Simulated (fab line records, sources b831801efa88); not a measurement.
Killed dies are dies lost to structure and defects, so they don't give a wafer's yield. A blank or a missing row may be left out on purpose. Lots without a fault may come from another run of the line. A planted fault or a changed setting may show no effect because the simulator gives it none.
Which tool did it? | flow gf180mcu | 7 lots, 21 wafers sampled, at 2 steps of a route of 602

WHAT THE GAUGES READ, wafer by wafer
GF_SAB_THK_MEAS_01.
lot  | measured     | on            | SAB_CVD_00_THK (nm)
L422 | day 15 22:48 | film_metro-03 | 49.6 50.2 49.3
L425 | day 17 05:05 | film_metro-01 | 48.9 49.9 49.9
L428 | day 18 02:52 | film_metro-04 | 48.1 48.9 49.9
L430 | day 18 17:37 | film_metro-04 | 49.1 48.0 50.1
L432 | day 19 07:38 | film_metro-04 | 47.9 49.6 49.9
L434 | day 20 06:25 | film_metro-04 | 49.2 50.1 49.9
L438 | day 21 14:11 | film_metro-03 | 49.8 49.2 50.8

WHICH TOOL RAN EACH LOT (tool, then ch and the chambers of the sampled wafers, then the start)
lot  | GF_NSD_STRIP_11
L422 | plasma_asher-04 ch 0,1, day 15 00:34
L425 | plasma_asher-04 ch 0,1, day 16 06:41
L428 | plasma_asher-04 ch 0,1, day 17 03:07
L430 | plasma_asher-01 ch 0,1, day 17 17:27
L432 | plasma_asher-01 ch 0,1, day 18 07:11
L434 | plasma_asher-01 ch 1, day 19 04:42
L438 | plasma_asher-03 ch 0,1, day 20 13:47
- GF_NSD_STRIP_11: strips in O2/N2.

THE ANSWER, worked out from the rows above alone
Rule: what is usual is taken from the lots themselves. Put in order of their means at a reading, lots are off if they are a third of the lots or fewer, leave a main group of 4 or more, and stand apart from it by a gap of 3 or more times the standard deviation of the main group's means; of several such gaps the widest counts. A main group whose means are all the same, to the digits that the tables above print for the reading, isn't used. A lot without any number at a reading at which 4 lots or more have one is off too. The other lots that the step has rows for count as sound.
No lot is off at any reading shown: from this, nothing can be told.

WHAT THE SIMULATOR HAD PUT IN
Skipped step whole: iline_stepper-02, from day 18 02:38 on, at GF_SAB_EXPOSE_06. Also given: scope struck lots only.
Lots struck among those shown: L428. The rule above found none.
